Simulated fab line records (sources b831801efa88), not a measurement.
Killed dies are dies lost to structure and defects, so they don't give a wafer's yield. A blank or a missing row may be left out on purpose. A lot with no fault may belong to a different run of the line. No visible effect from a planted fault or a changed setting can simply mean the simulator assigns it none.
Which tool was responsible? / flow gf180mcu / 72 wafers from 24 lots sampled at 5 of the route's 602 steps

== WHAT THE GAUGES READ, wafer by wafer ==
GF_V4_OVL_MEAS_15.
lot=L074; measured=day 25 00:58; on=overlay-02; V4_OVL (nm)=-8 -10 -12
lot=L075; measured=day 25 01:37; on=overlay-02; V4_OVL (nm)=0 2 3
lot=L076; measured=day 25 12:59; on=overlay-02; V4_OVL (nm)=-5 9 5
lot=L077; measured=day 25 18:26; on=overlay-02; V4_OVL (nm)=0 -4 -4
lot=L078; measured=day 25 22:46; on=overlay-02; V4_OVL (nm)=-2 7 -2
lot=L079; measured=day 26 01:24; on=overlay-01; V4_OVL (nm)=-11 -4 -2
lot=L080; measured=day 26 14:23; on=overlay-01; V4_OVL (nm)=1 -10 -11
lot=L081; measured=day 26 19:35; on=overlay-02; V4_OVL (nm)=3 8 5
lot=L082; measured=day 27 06:25; on=overlay-01; V4_OVL (nm)=4 -3 5
lot=L083; measured=day 27 23:05; on=overlay-02; V4_OVL (nm)=-2 -5 -1
lot=L084; measured=day 28 02:08; on=overlay-02; V4_OVL (nm)=11 9 4
lot=L085; measured=day 28 05:14; on=overlay-02; V4_OVL (nm)=-3 -6 -8
lot=L086; measured=day 28 13:01; on=overlay-02; V4_OVL (nm)=13 -1 0
lot=L087; measured=day 28 22:53; on=overlay-02; V4_OVL (nm)=8 4 2
lot=L088; measured=day 29 04:39; on=overlay-01; V4_OVL (nm)=1 10 1
lot=L089; measured=day 29 06:39; on=overlay-02; V4_OVL (nm)=2 2 -6
lot=L090; measured=day 29 12:34; on=overlay-01; V4_OVL (nm)=-1 -1 -3
lot=L091; measured=day 29 21:43; on=overlay-02; V4_OVL (nm)=-11 -14 -9
lot=L092; measured=day 30 00:50; on=overlay-01; V4_OVL (nm)=6 8 8
lot=L093; measured=day 30 13:41; on=overlay-01; V4_OVL (nm)=8 0 4
lot=L094; measured=day 30 16:44; on=overlay-01; V4_OVL (nm)=3 4 -2
lot=L095; measured=day 30 23:47; on=overlay-02; V4_OVL (nm)=2 -2 2
lot=L096; measured=day 31 05:48; on=overlay-01; V4_OVL (nm)=-5 0 -4
lot=L097; measured=day 31 09:16; on=overlay-01; V4_OVL (nm)=-4 -11 -3

== WHAT TOOL EACH LOT RAN ON (gives the tool, then ch and the chambers of the sampled wafers, and finally the start) ==
lot=L074; GF_V3_SPUTTER_22=pvd-sputter-03, day 23 02:25; GF_V3_CVD_23=cvd-w-02 ch 0,1, day 23 02:30; GF_M4_SPUTTER_03=pvd-sputter-01, day 23 03:13; GF_M4_SPUTTER_04=pvd-sputter-01, day 23 03:14
lot=L075; GF_V3_SPUTTER_22=pvd-sputter-04, day 23 02:42; GF_V3_CVD_23=cvd-w-01 ch 0,1, day 23 02:44; GF_M4_SPUTTER_03=pvd-sputter-03, day 23 03:29; GF_M4_SPUTTER_04=pvd-sputter-03, day 23 03:31
lot=L076; GF_V3_SPUTTER_22=pvd-sputter-02, day 23 14:53; GF_V3_CVD_23=cvd-w-02 ch 0,1, day 23 14:56; GF_M4_SPUTTER_03=pvd-sputter-01, day 23 15:41; GF_M4_SPUTTER_04=pvd-sputter-01, day 23 15:42
lot=L077; GF_V3_SPUTTER_22=pvd-sputter-02, day 23 20:40; GF_V3_CVD_23=cvd-w-02 ch 0,1, day 23 20:41; GF_M4_SPUTTER_03=pvd-sputter-03, day 23 21:27; GF_M4_SPUTTER_04=pvd-sputter-03, day 23 21:28
lot=L078; GF_V3_SPUTTER_22=pvd-sputter-02, day 24 01:34; GF_V3_CVD_23=cvd-w-02 ch 0,1, day 24 01:36; GF_M4_SPUTTER_03=pvd-sputter-03, day 24 02:21; GF_M4_SPUTTER_04=pvd-sputter-03, day 24 02:22
lot=L079; GF_V3_SPUTTER_22=pvd-sputter-04, day 24 04:09; GF_V3_CVD_23=cvd-w-01 ch 0,1, day 24 04:13; GF_M4_SPUTTER_03=pvd-sputter-01, day 24 04:56; GF_M4_SPUTTER_04=pvd-sputter-01, day 24 04:58
lot=L080; GF_V3_SPUTTER_22=pvd-sputter-04, day 24 16:42; GF_V3_CVD_23=cvd-w-01 ch 0,1, day 24 16:44; GF_M4_SPUTTER_03=pvd-sputter-03, day 24 17:29; GF_M4_SPUTTER_04=pvd-sputter-03, day 24 17:31
lot=L081; GF_V3_SPUTTER_22=pvd-sputter-03, day 24 23:16; GF_V3_CVD_23=cvd-w-01 ch 0,1, day 24 23:19; GF_M4_SPUTTER_03=pvd-sputter-04, day 25 00:04; GF_M4_SPUTTER_04=pvd-sputter-04, day 25 00:05
lot=L082; GF_V3_SPUTTER_22=pvd-sputter-04, day 25 11:08; GF_V3_CVD_23=cvd-w-01 ch 0,1, day 25 11:13; GF_M4_SPUTTER_03=pvd-sputter-01, day 25 11:56; GF_M4_SPUTTER_04=pvd-sputter-01, day 25 11:57
lot=L083; GF_V3_SPUTTER_22=pvd-sputter-04, day 26 04:56; GF_V3_CVD_23=cvd-w-02 ch 0,1, day 26 04:59; GF_M4_SPUTTER_03=pvd-sputter-01, day 26 05:44; GF_M4_SPUTTER_04=pvd-sputter-01, day 26 05:45
lot=L084; GF_V3_SPUTTER_22=pvd-sputter-03, day 26 06:29; GF_V3_CVD_23=cvd-w-02 ch 0,1, day 26 06:31; GF_M4_SPUTTER_03=pvd-sputter-01, day 26 07:16; GF_M4_SPUTTER_04=pvd-sputter-01, day 26 07:17
lot=L085; GF_V3_SPUTTER_22=pvd-sputter-03, day 26 10:34; GF_V3_CVD_23=cvd-w-01 ch 1, day 26 10:35; GF_M4_SPUTTER_03=pvd-sputter-01, day 26 11:21; GF_M4_SPUTTER_04=pvd-sputter-01, day 26 11:22
lot=L086; GF_V3_SPUTTER_22=pvd-sputter-04, day 26 18:54; GF_V3_CVD_23=cvd-w-01 ch 0,1, day 26 18:56; GF_M4_SPUTTER_03=pvd-sputter-01, day 26 19:41; GF_M4_SPUTTER_04=pvd-sputter-01, day 26 19:43
lot=L087; GF_V3_SPUTTER_22=pvd-sputter-02, day 27 03:57; GF_V3_CVD_23=cvd-w-01 ch 0,1, day 27 03:59; GF_M4_SPUTTER_03=pvd-sputter-04, day 27 04:44; GF_M4_SPUTTER_04=pvd-sputter-04, day 27 04:46
lot=L088; GF_V3_SPUTTER_22=pvd-sputter-02, day 27 10:08; GF_V3_CVD_23=cvd-w-02 ch 0,1, day 27 10:13; GF_M4_SPUTTER_03=pvd-sputter-03, day 27 11:09; GF_M4_SPUTTER_04=pvd-sputter-03, day 27 11:10
lot=L089; GF_V3_SPUTTER_22=pvd-sputter-03, day 27 12:02; GF_V3_CVD_23=cvd-w-01 ch 0,1, day 27 12:05; GF_M4_SPUTTER_03=pvd-sputter-04, day 27 12:50; GF_M4_SPUTTER_04=pvd-sputter-04, day 27 12:51
lot=L090; GF_V3_SPUTTER_22=pvd-sputter-04, day 27 17:46; GF_V3_CVD_23=cvd-w-01 ch 0,1, day 27 17:47; GF_M4_SPUTTER_03=pvd-sputter-03, day 27 18:40; GF_M4_SPUTTER_04=pvd-sputter-03, day 27 18:41
lot=L091; GF_V3_SPUTTER_22=pvd-sputter-03, day 28 03:53; GF_V3_CVD_23=cvd-w-01 ch 0,1, day 28 03:56; GF_M4_SPUTTER_03=pvd-sputter-03, day 28 04:41; GF_M4_SPUTTER_04=pvd-sputter-03, day 28 04:42
lot=L092; GF_V3_SPUTTER_22=pvd-sputter-03, day 28 07:53; GF_V3_CVD_23=cvd-w-01 ch 0,1, day 28 07:56; GF_M4_SPUTTER_03=pvd-sputter-04, day 28 08:41; GF_M4_SPUTTER_04=pvd-sputter-04, day 28 08:42
lot=L093; GF_V3_SPUTTER_22=pvd-sputter-03, day 28 21:46; GF_V3_CVD_23=cvd-w-01 ch 0,1, day 28 21:49; GF_M4_SPUTTER_03=pvd-sputter-04, day 28 22:34; GF_M4_SPUTTER_04=pvd-sputter-04, day 28 22:35
lot=L094; GF_V3_SPUTTER_22=pvd-sputter-04, day 29 01:29; GF_V3_CVD_23=cvd-w-02 ch 0,1, day 29 01:32; GF_M4_SPUTTER_03=pvd-sputter-01, day 29 02:17; GF_M4_SPUTTER_04=pvd-sputter-01, day 29 02:18
lot=L095; GF_V3_SPUTTER_22=pvd-sputter-02, day 29 08:18; GF_V3_CVD_23=cvd-w-01 ch 0,1, day 29 08:20; GF_M4_SPUTTER_03=pvd-sputter-01, day 29 09:14; GF_M4_SPUTTER_04=pvd-sputter-01, day 29 09:15
lot=L096; GF_V3_SPUTTER_22=pvd-sputter-03, day 29 14:42; GF_V3_CVD_23=cvd-w-01 ch 0, day 29 14:44; GF_M4_SPUTTER_03=pvd-sputter-03, day 29 15:30; GF_M4_SPUTTER_04=pvd-sputter-03, day 29 15:31
lot=L097; GF_V3_SPUTTER_22=pvd-sputter-03, day 29 18:50; GF_V3_CVD_23=cvd-w-01 ch 0,1, day 29 18:52; GF_M4_SPUTTER_03=pvd-sputter-01, day 29 19:37; GF_M4_SPUTTER_04=pvd-sputter-01, day 29 19:38
- GF_V3_SPUTTER_22: material TiN, target thk 10 nm, time 40 s.
- GF_V3_CVD_23: deposits W, target thk 350 nm, time 104.9 s.
- GF_M4_SPUTTER_03: material Ti, target thk 10 nm, time 6.7 s.
- GF_M4_SPUTTER_04: material TiN, target thk 50 nm, time 41.7 s.

== AS READ BY THE TOOLS THEMSELVES (means over the sampled wafers that have a number; for cases with no such wafer, the mark the record gives instead) ==
GF_V3_SPUTTER_22.
lot=L074; tool=pvd-sputter-03; chamber-pressure-pa (Pa)=5.002; throttle-valve-pct (%)=30.9
lot=L075; tool=pvd-sputter-04; chamber-pressure-pa (Pa)=4.993; throttle-valve-pct (%)=31.1
lot=L076; tool=pvd-sputter-02; chamber-pressure-pa (Pa)=5.002; throttle-valve-pct (%)=30.2
lot=L077; tool=pvd-sputter-02; chamber-pressure-pa (Pa)=5.008; throttle-valve-pct (%)=30.0
lot=L078; tool=pvd-sputter-02; chamber-pressure-pa (Pa)=4.988; throttle-valve-pct (%)=30.5
lot=L079; tool=pvd-sputter-04; chamber-pressure-pa (Pa)=4.992; throttle-valve-pct (%)=31.2
lot=L080; tool=pvd-sputter-04; chamber-pressure-pa (Pa)=4.998; throttle-valve-pct (%)=31.2
lot=L081; tool=pvd-sputter-03; chamber-pressure-pa (Pa)=4.997; throttle-valve-pct (%)=31.1
lot=L082; tool=pvd-sputter-04; chamber-pressure-pa (Pa)=5.005; throttle-valve-pct (%)=31.1
lot=L083; tool=pvd-sputter-04; chamber-pressure-pa (Pa)=5.000; throttle-valve-pct (%)=31.0
lot=L084; tool=pvd-sputter-03; chamber-pressure-pa (Pa)=4.998; throttle-valve-pct (%)=30.8
lot=L085; tool=pvd-sputter-03; chamber-pressure-pa (Pa)=5.000; throttle-valve-pct (%)=30.8
lot=L086; tool=pvd-sputter-04; chamber-pressure-pa (Pa)=5.000; throttle-valve-pct (%)=31.0
lot=L087; tool=pvd-sputter-02; chamber-pressure-pa (Pa)=4.999; throttle-valve-pct (%)=30.3
lot=L088; tool=pvd-sputter-02; chamber-pressure-pa (Pa)=5.000; throttle-valve-pct (%)=30.0
lot=L089; tool=pvd-sputter-03; chamber-pressure-pa (Pa)=5.007; throttle-valve-pct (%)=30.5
lot=L090; tool=pvd-sputter-04; chamber-pressure-pa (Pa)=5.008; throttle-valve-pct (%)=31.0
lot=L091; tool=pvd-sputter-03; chamber-pressure-pa (Pa)=4.995; throttle-valve-pct (%)=30.9
lot=L092; tool=pvd-sputter-03; chamber-pressure-pa (Pa)=5.014; throttle-valve-pct (%)=31.5
lot=L093; tool=pvd-sputter-03; chamber-pressure-pa (Pa)=4.998; throttle-valve-pct (%)=31.3
lot=L094; tool=pvd-sputter-04; chamber-pressure-pa (Pa)=5.003; throttle-valve-pct (%)=30.9
lot=L095; tool=pvd-sputter-02; chamber-pressure-pa (Pa)=4.988; throttle-valve-pct (%)=30.8
lot=L096; tool=pvd-sputter-03; chamber-pressure-pa (Pa)=5.001; throttle-valve-pct (%)=31.0
lot=L097; tool=pvd-sputter-03; chamber-pressure-pa (Pa)=5.007; throttle-valve-pct (%)=31.0

GF_V3_CVD_23.
lot=L074; tool=cvd-w-02; heater-power-w (W)=744
lot=L075; tool=cvd-w-01; heater-power-w (W)=793
lot=L076; tool=cvd-w-02; heater-power-w (W)=760
lot=L077; tool=cvd-w-02; heater-power-w (W)=761
lot=L078; tool=cvd-w-02; heater-power-w (W)=775
lot=L079; tool=cvd-w-01; heater-power-w (W)=762
lot=L080; tool=cvd-w-01; heater-power-w (W)=797
lot=L081; tool=cvd-w-01; heater-power-w (W)=772
lot=L082; tool=cvd-w-01; heater-power-w (W)=797
lot=L083; tool=cvd-w-02; heater-power-w (W)=747
lot=L084; tool=cvd-w-02; heater-power-w (W)=767
lot=L085; tool=cvd-w-01; heater-power-w (W)=744
lot=L086; tool=cvd-w-01; heater-power-w (W)=765
lot=L087; tool=cvd-w-01; heater-power-w (W)=813
lot=L088; tool=cvd-w-02; heater-power-w (W)=753
lot=L089; tool=cvd-w-01; heater-power-w (W)=778
lot=L090; tool=cvd-w-01; heater-power-w (W)=784
lot=L091; tool=cvd-w-01; heater-power-w (W)=803
lot=L092; tool=cvd-w-01; heater-power-w (W)=773
lot=L093; tool=cvd-w-01; heater-power-w (W)=793
lot=L094; tool=cvd-w-02; heater-power-w (W)=762
lot=L095; tool=cvd-w-01; heater-power-w (W)=811
lot=L096; tool=cvd-w-01; heater-power-w (W)=839
lot=L097; tool=cvd-w-01; heater-power-w (W)=799

GF_M4_SPUTTER_03.
lot=L074; tool=pvd-sputter-01; chamber-pressure-pa (Pa)=0.3001; throttle-valve-pct (%)=30.0
lot=L075; tool=pvd-sputter-03; chamber-pressure-pa (Pa)=0.2991; throttle-valve-pct (%)=31.0
lot=L076; tool=pvd-sputter-01; chamber-pressure-pa (Pa)=0.3004; throttle-valve-pct (%)=29.7
lot=L077; tool=pvd-sputter-03; chamber-pressure-pa (Pa)=0.3003; throttle-valve-pct (%)=30.5
lot=L078; tool=pvd-sputter-03; chamber-pressure-pa (Pa)=0.3007; throttle-valve-pct (%)=30.8
lot=L079; tool=pvd-sputter-01; chamber-pressure-pa (Pa)=0.3000; throttle-valve-pct (%)=29.7
lot=L080; tool=pvd-sputter-03; chamber-pressure-pa (Pa)=0.2994; throttle-valve-pct (%)=31.0
lot=L081; tool=pvd-sputter-04; chamber-pressure-pa (Pa)=0.3000; throttle-valve-pct (%)=30.9
lot=L082; tool=pvd-sputter-01; chamber-pressure-pa (Pa)=0.2997; throttle-valve-pct (%)=29.4
lot=L083; tool=pvd-sputter-01; chamber-pressure-pa (Pa)=0.3003; throttle-valve-pct (%)=29.5
lot=L084; tool=pvd-sputter-01; chamber-pressure-pa (Pa)=0.2999; throttle-valve-pct (%)=29.6
lot=L085; tool=pvd-sputter-01; chamber-pressure-pa (Pa)=0.3001; throttle-valve-pct (%)=29.3
lot=L086; tool=pvd-sputter-01; chamber-pressure-pa (Pa)=0.3000; throttle-valve-pct (%)=29.9
lot=L087; tool=pvd-sputter-04; chamber-pressure-pa (Pa)=0.2998; throttle-valve-pct (%)=31.0
lot=L088; tool=pvd-sputter-03; chamber-pressure-pa (Pa)=0.3001; throttle-valve-pct (%)=31.0
lot=L089; tool=pvd-sputter-04; chamber-pressure-pa (Pa)=0.2997; throttle-valve-pct (%)=31.1
lot=L090; tool=pvd-sputter-03; chamber-pressure-pa (Pa)=0.2991; throttle-valve-pct (%)=30.5
lot=L091; tool=pvd-sputter-03; chamber-pressure-pa (Pa)=0.2999; throttle-valve-pct (%)=30.4
lot=L092; tool=pvd-sputter-04; chamber-pressure-pa (Pa)=0.3002; throttle-valve-pct (%)=31.2
lot=L093; tool=pvd-sputter-04; chamber-pressure-pa (Pa)=0.3001; throttle-valve-pct (%)=31.2
lot=L094; tool=pvd-sputter-01; chamber-pressure-pa (Pa)=0.3001; throttle-valve-pct (%)=29.5
lot=L095; tool=pvd-sputter-01; chamber-pressure-pa (Pa)=0.3006; throttle-valve-pct (%)=29.6
lot=L096; tool=pvd-sputter-03; chamber-pressure-pa (Pa)=0.2997; throttle-valve-pct (%)=30.4
lot=L097; tool=pvd-sputter-01; chamber-pressure-pa (Pa)=0.3000; throttle-valve-pct (%)=29.7

GF_M4_SPUTTER_04.
lot=L074; tool=pvd-sputter-01; chamber-pressure-pa (Pa)=0.3993; throttle-valve-pct (%)=29.7
lot=L075; tool=pvd-sputter-03; chamber-pressure-pa (Pa)=0.3996; throttle-valve-pct (%)=30.9
lot=L076; tool=pvd-sputter-01; chamber-pressure-pa (Pa)=0.4007; throttle-valve-pct (%)=29.7
lot=L077; tool=pvd-sputter-03; chamber-pressure-pa (Pa)=0.3999; throttle-valve-pct (%)=30.5
lot=L078; tool=pvd-sputter-03; chamber-pressure-pa (Pa)=0.4002; throttle-valve-pct (%)=30.9
lot=L079; tool=pvd-sputter-01; chamber-pressure-pa (Pa)=0.4000; throttle-valve-pct (%)=29.8
lot=L080; tool=pvd-sputter-03; chamber-pressure-pa (Pa)=0.3991; throttle-valve-pct (%)=31.0
lot=L081; tool=pvd-sputter-04; chamber-pressure-pa (Pa)=0.4012; throttle-valve-pct (%)=31.0
lot=L082; tool=pvd-sputter-01; chamber-pressure-pa (Pa)=0.3998; throttle-valve-pct (%)=29.5
lot=L083; tool=pvd-sputter-01; chamber-pressure-pa (Pa)=0.4004; throttle-valve-pct (%)=29.5
lot=L084; tool=pvd-sputter-01; chamber-pressure-pa (Pa)=0.4001; throttle-valve-pct (%)=29.4
lot=L085; tool=pvd-sputter-01; chamber-pressure-pa (Pa)=0.4012; throttle-valve-pct (%)=29.4
lot=L086; tool=pvd-sputter-01; chamber-pressure-pa (Pa)=0.3996; throttle-valve-pct (%)=29.9
lot=L087; tool=pvd-sputter-04; chamber-pressure-pa (Pa)=0.4000; throttle-valve-pct (%)=30.9
lot=L088; tool=pvd-sputter-03; chamber-pressure-pa (Pa)=0.4002; throttle-valve-pct (%)=31.1
lot=L089; tool=pvd-sputter-04; chamber-pressure-pa (Pa)=0.3996; throttle-valve-pct (%)=30.8
lot=L090; tool=pvd-sputter-03; chamber-pressure-pa (Pa)=0.4001; throttle-valve-pct (%)=30.5
lot=L091; tool=pvd-sputter-03; chamber-pressure-pa (Pa)=0.3986; throttle-valve-pct (%)=30.3
lot=L092; tool=pvd-sputter-04; chamber-pressure-pa (Pa)=0.3995; throttle-valve-pct (%)=31.4
lot=L093; tool=pvd-sputter-04; chamber-pressure-pa (Pa)=0.4008; throttle-valve-pct (%)=31.3
lot=L094; tool=pvd-sputter-01; chamber-pressure-pa (Pa)=0.3998; throttle-valve-pct (%)=29.5
lot=L095; tool=pvd-sputter-01; chamber-pressure-pa (Pa)=0.4002; throttle-valve-pct (%)=29.7
lot=L096; tool=pvd-sputter-03; chamber-pressure-pa (Pa)=0.3999; throttle-valve-pct (%)=30.3
lot=L097; tool=pvd-sputter-01; chamber-pressure-pa (Pa)=0.3997; throttle-valve-pct (%)=29.8

== THE ANSWER, worked out from the rows above alone ==
Rule: what is usual is taken from the lots themselves. The widest of any qualifying gaps counts: lots, ordered by their means at a reading, are off when they make up no more than a third of the lots, leave a main group of 4 or more, and stand apart from it by 3 or more times the standard deviation of that group's means. A main group whose means are all the same, to the digits that the tables above print for the reading, isn't used. Also off: a lot with no number at a reading for which 4 or more lots have one. The other lots that the step has rows for count as sound. Order of review: gauges by route order, followed by the tools' own readings, for which a lot's mean as printed above is used. The first step at which some lot is off is used, and at that step the reading that is off furthest; a lot without a number counts as furthest.
No lot is off on any of the readings shown, so nothing can be concluded from this.

== WHAT WAS PUT IN BY THE SIMULATOR ==
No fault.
